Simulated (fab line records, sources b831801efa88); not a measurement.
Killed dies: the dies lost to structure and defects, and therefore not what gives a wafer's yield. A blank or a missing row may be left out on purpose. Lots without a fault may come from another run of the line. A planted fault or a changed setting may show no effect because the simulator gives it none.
Matching of chambers / flow sfqLine / pecvd-02 running SFQ_TRILAYER_L0_CAP_PECVD_011: 3 sister chambers
The step deposits SiO2 from SiH4/N2O, time 13.333 s, target thk 60 nm. 16 wafers are shown with their chamber, then 8 later ones without.

EACH WAFER AND ITS CHAMBER
wafer=L480.1; chamber=0; throttleValvePct (%)=24.6; heaterPowerOuterW (W)=32; heaterPowerW (W)=88
wafer=L480.3; chamber=2; throttleValvePct (%)=25.2; heaterPowerOuterW (W)=17; heaterPowerW (W)=69
wafer=L480.6; chamber=2; throttleValvePct (%)=25.3; heaterPowerOuterW (W)=18; heaterPowerW (W)=71
wafer=L481.1; chamber=1; throttleValvePct (%)=24.8; heaterPowerOuterW (W)=18; heaterPowerW (W)=66
wafer=L481.3; chamber=2; throttleValvePct (%)=25.3; heaterPowerOuterW (W)=23; heaterPowerW (W)=75
wafer=L481.4; chamber=0; throttleValvePct (%)=24.6; heaterPowerOuterW (W)=21; heaterPowerW (W)=70
wafer=L488.1; chamber=2; throttleValvePct (%)=25.4; heaterPowerOuterW (W)=15; heaterPowerW (W)=65
wafer=L488.3; chamber=2; throttleValvePct (%)=25.4; heaterPowerOuterW (W)=16; heaterPowerW (W)=65
wafer=L488.6; chamber=1; throttleValvePct (%)=24.9; heaterPowerOuterW (W)=22; heaterPowerW (W)=74
wafer=L492.1; chamber=2; throttleValvePct (%)=25.0; heaterPowerOuterW (W)=21; heaterPowerW (W)=75
wafer=L492.3; chamber=1; throttleValvePct (%)=24.9; heaterPowerOuterW (W)=23; heaterPowerW (W)=75
wafer=L492.4; chamber=1; throttleValvePct (%)=24.7; heaterPowerOuterW (W)=23; heaterPowerW (W)=74
wafer=L494.1; chamber=1; throttleValvePct (%)=24.9; heaterPowerOuterW (W)=28; heaterPowerW (W)=81
wafer=L494.3; chamber=0; throttleValvePct (%)=24.6; heaterPowerOuterW (W)=24; heaterPowerW (W)=74
wafer=L494.5; chamber=2; throttleValvePct (%)=25.7; heaterPowerOuterW (W)=21; heaterPowerW (W)=75
wafer=L498.3; chamber=0; throttleValvePct (%)=24.6; heaterPowerOuterW (W)=23; heaterPowerW (W)=76

SIGNATURES (means of the wafers above)
reading=throttleValvePct; chamber 0=24.600; chamber 1=24.840; chamber 2=25.329; scatter within a chamber=0.153
reading=heaterPowerOuterW; chamber 0=25.00; chamber 1=22.80; chamber 2=18.71; scatter within a chamber=3.66
reading=heaterPowerW; chamber 0=77.00; chamber 1=74.00; chamber 2=70.71; scatter within a chamber=5.67
Rule: for a wafer and a chamber, the distance is found by dividing, reading by reading, the gap between the wafer's reading and the chamber's mean by the reading's scatter, squaring, summing and taking the root. If the next closest chamber is less than 2 further off than the closest, the wafer can't be placed; otherwise it belongs to the closest. The scatter: the root of (the sum of the squares of (reading less its chamber's mean) over the shown wafers, divided by (wafers less chambers)).

WAFERS MISSING THEIR CHAMBER
wafer=L498.4; throttleValvePct (%)=24.9; heaterPowerOuterW (W)=18; heaterPowerW (W)=69
wafer=L498.6; throttleValvePct (%)=25.4; heaterPowerOuterW (W)=17; heaterPowerW (W)=69
wafer=L499.1; throttleValvePct (%)=25.5; heaterPowerOuterW (W)=18; heaterPowerW (W)=71
wafer=L499.4; throttleValvePct (%)=25.5; heaterPowerOuterW (W)=19; heaterPowerW (W)=69
wafer=L499.5; throttleValvePct (%)=24.6; heaterPowerOuterW (W)=27; heaterPowerW (W)=79
wafer=L501.3; throttleValvePct (%)=25.0; heaterPowerOuterW (W)=27; heaterPowerW (W)=77
wafer=L501.4; throttleValvePct (%)=25.5; heaterPowerOuterW (W)=22; heaterPowerW (W)=73
wafer=L501.5; throttleValvePct (%)=24.6; heaterPowerOuterW (W)=25; heaterPowerW (W)=78

WHICH CHAMBER EACH WENT THROUGH
wafer=L498.4; from the rows above=can't be placed: 1 or 2 or 0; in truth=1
wafer=L498.6; from the rows above=2; in truth=2
wafer=L499.1; from the rows above=2; in truth=2
wafer=L499.4; from the rows above=2; in truth=2
wafer=L499.5; from the rows above=can't be placed: 0 or 1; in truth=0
wafer=L501.3; from the rows above=can't be placed: 1 or 0 or 2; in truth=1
wafer=L501.4; from the rows above=2; in truth=2
wafer=L501.5; from the rows above=can't be placed: 0 or 1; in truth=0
4 of 8 placed correctly. These rows do not allow placing 4 (true chamber among the candidates in 4). Wrongly placed: 0.
